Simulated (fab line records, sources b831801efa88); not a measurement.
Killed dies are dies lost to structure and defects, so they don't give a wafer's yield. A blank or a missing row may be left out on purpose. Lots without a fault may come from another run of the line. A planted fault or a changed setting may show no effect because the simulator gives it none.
One fault seen from 2 desks | flow gf180mcu | each desk has only its own numbers; what lay behind them comes last

THE TOOL OWNER'S DESK: pecvd-02
The tool's own readings at GF_PASSIVATION_CVD_00 (deposits SiO2 from TEOS, target thk 1000 nm, time 111.95 s): means of the sampled wafers that have a number, for each lot that ran on this tool. A lot is out of limits, marked OUT, if its mean lies more than 4 standard deviations from the usual mean; the brackets give that distance.
Columns: A = heater_power_w at GF_PASSIVATION_CVD_00, usual 703 W
lot  | first seen here | A
L977 | day 29 16:16    | 774
L981 | day 31 02:02    | 644
This desk's finding: nothing out of limits on any of the 2 lots.

THE METROLOGY DESK
What the gauges read, lot by lot, whatever tool the lot ran on: means of the sampled wafers that have a number. A lot is out of limits, marked OUT, if its mean lies more than 4 standard deviations from the usual mean; the brackets give that distance.
Columns: A = M5_OVL at GF_M5_OVL_MEAS_08, usual 0 nm
lot  | first seen here | A
L972 | day 26 09:38    | 1
L973 | day 26 13:34    | -2
L974 | day 26 21:55    | 10
L975 | day 27 09:35    | -1
L976 | day 27 15:55    | -1
L977 | day 27 21:45    | 3
L981 | day 29 09:08    | 6
L982 | day 29 11:53    | 2
L983 | day 29 23:05    | -1
L987 | day 30 20:14    | -7
L989 | day 31 13:24    | -0
L993 | day 32 09:14    | -8
L994 | day 32 11:53    | 5
This desk's finding: nothing out of limits on any of the 13 lots.

PUT TOGETHER
The tool owner's desk saw nothing out of limits.
The metrology desk saw nothing out of limits.

WHAT THE SIMULATOR HAD PUT IN
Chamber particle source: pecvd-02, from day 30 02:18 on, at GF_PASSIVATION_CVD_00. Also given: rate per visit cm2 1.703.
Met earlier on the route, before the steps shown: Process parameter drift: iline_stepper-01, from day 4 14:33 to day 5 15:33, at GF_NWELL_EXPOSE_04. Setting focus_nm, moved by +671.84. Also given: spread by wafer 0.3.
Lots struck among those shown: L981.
